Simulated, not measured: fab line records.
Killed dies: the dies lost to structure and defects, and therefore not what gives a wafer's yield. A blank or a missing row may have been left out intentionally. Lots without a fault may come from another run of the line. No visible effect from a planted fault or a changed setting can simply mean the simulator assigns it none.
2 desks looking at one fault    flow gf180mcu    each desk has only its own numbers; what lay behind them comes last

THE METROLOGY DESK
What the gauges read, lot by lot, whatever tool the lot ran on: means of the sampled wafers that have a number. Marked OUT: a lot whose mean sits more than 4 standard deviations from the usual mean, which makes it out of limits; the brackets give that distance.
Columns: A = POLY_GATE_OVL at GF_POLY_GATE_OVL_MEAS_11, usual -5 nm
lot   first seen here  A
L561  day 10 15:49     -5
L562  day 11 00:52     -9
L563  day 11 05:40     -1
L567  day 12 19:50     -4
L569  day 12 20:11     2
L571  day 13 06:37     -0
L573  day 14 01:29     -2
L575  day 14 09:00     -5
L576  day 14 12:34     -5
L577  day 14 15:14     -8
L578  day 15 03:31     -1
L580  day 15 19:16     -7
This desk's finding: nothing out of limits on any of the 12 lots.

TOOL OWNER'S DESK, litho_track-02
The tool's own readings at GF_HV_LDD_SOFTBAKE_15 (time 60 s): means of the sampled wafers that have a number, for each lot that ran on this tool. Marked OUT: a lot whose mean sits more than 4 standard deviations from the usual mean, which makes it out of limits; the brackets give that distance.
Columns: A = heater_power_total_W at GF_HV_LDD_SOFTBAKE_15, usual 56.59 W; B = plate_temp_C at GF_HV_LDD_SOFTBAKE_15, usual 90.00 C
lot   first seen here  A                        B
L569  day 14 04:12     56.61                    89.96
L573  day 15 11:42     56.56                    89.95
L575  day 15 20:40     52.36 (-99 or more) OUT  85.11 (-44) OUT
L576  day 16 02:58     52.30 (-99 or more) OUT  85.10 (-45) OUT
Finding of this desk: L575, L576 out of limits; the first was L575 at day 15 20:40, on heater_power_total_W at GF_HV_LDD_SOFTBAKE_15. In limits: L569, L573.

PUT TOGETHER
The tool owner's desk could have raised an alarm at day 15 20:40, on L575, L576.
The metrology desk saw nothing out of limits.
The metrology desk has L575, L576 on record, within its limits.
Every lot named ran GF_HV_LDD_SOFTBAKE_15 on litho_track-02.

WHAT WAS PUT IN BY THE SIMULATOR
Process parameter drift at GF_HV_LDD_SOFTBAKE_15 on litho_track-02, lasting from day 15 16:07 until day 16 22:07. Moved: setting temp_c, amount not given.
Lots struck among those shown: L575, L576.
Each desk's first reading out of limits, in hours after the fault started: the tool owner's desk, 5.
